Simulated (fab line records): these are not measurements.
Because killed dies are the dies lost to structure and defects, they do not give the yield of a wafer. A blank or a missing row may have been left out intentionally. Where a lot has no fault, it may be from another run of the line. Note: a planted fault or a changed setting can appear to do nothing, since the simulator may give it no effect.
8D (eight disciplines) problem report, filled in by code | flow gf180mcu | the parts of the form that need people (team, actions taken, sign-off) are left out

## 1. PROBLEM STATEMENT
Mean of spike-tc-upper-C at GF_HV_LDD_CVD_56: 729.9 C across 6 wafers in 2 lots; on wafers with no fault it is 769.8 C (standard deviation 1.3). Measured from the usual mean, that is -31 standard deviations.
The step: deposits Si3N4 from DCS/NH3, target thk 90 nm, time 1543 s.
First seen on wafer L873.1, day 18 17:44, on lpcvd-02. At this step, 39 wafers from 13 lots have a number in the record. Rule for "out" (also "out of limits"): further than 4 standard deviations from the usual mean. The rest of the wafers with a number are treated as sound.

## 2. WHAT THIS IS AND IS NOT
question                    | is                                     | is not
which readings at this step | spike-tc-upper-C, zone-power-upper-pct | -
which lots                  | L873, L874                             | L854, L855, L856, L857, L858, L859, L861, L863, L865, L866, L867
which wafers of those lots  | all that have a number                 | -
read on which tools         | lpcvd-02                               | lpcvd-01
when                        | from day 18 17:44                      | up to then (33 sound wafers)

## 3. SUSPECTS, AND WHAT RULES EACH OUT
Counting: a tool at a process step up to the reading stays a suspect if it ran every lot that is out and no sound lot after the first of them.
- lpcvd-02 at GF_HV_LDD_CVD_56 (deposits Si3N4 from DCS/NH3, target thk 90 nm, time 1543 s): kept. All lots that are out passed through it, beginning with L873 at day 18 17:44, and no sound lot followed; its final sound lot before that point was L859 at day 13 19:56. Its own spike-tc-upper-C, zone-power-upper-pct readings are out on those wafers.
The count leaves lpcvd-02 at GF_HV_LDD_CVD_56.

## 4. THE CAUSE (what the simulator had put in)
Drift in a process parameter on lpcvd-02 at GF_HV_LDD_CVD_56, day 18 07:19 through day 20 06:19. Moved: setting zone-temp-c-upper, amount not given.
Only this tool survived the counting.

## 5. SEQUENCE OF EFFECTS, ordered by route
Rows list readings where the struck wafers' mean (over those with a number) sits beyond 3 standard deviations from the usual. Readings are gone through only where the record gives a usual standard deviation; hours: the median, over the lots, of the time from a lot's start at the first step in this table giving one to that lot's start at this step; sigmas: the change measured in usual standard deviations.
hours | step             | reading               | usual   | on struck wafers | change | sigmas
0     | GF_HV_LDD_CVD_56 | spike-tc-centre-C     | 770.5 C | 775.2            | +4.7   | +3.6
0     | GF_HV_LDD_CVD_56 | spike-tc-upper-C      | 769.8 C | 729.9            | -39.9  | -31
0     | GF_HV_LDD_CVD_56 | zone-power-centre-pct | 13.0 %  | 19.1             | +6.1   | +3.8
0     | GF_HV_LDD_CVD_56 | zone-power-top-pct    | 23.8 %  | 29.4             | +5.6   | +3.5
0     | GF_HV_LDD_CVD_56 | zone-power-upper-pct  | 12.8 %  | 1.8              | -11.1  | -13
Its process steps:
- GF_HV_LDD_CVD_56: deposits Si3N4 from DCS/NH3, target thk 90 nm, time 1543 s.

## 6. HOW IT WOULD HAVE BEEN CAUGHT EARLIER
The fault began at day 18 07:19; the first out-of-limits reading in this record came at day 18 17:44, 10 hours later.
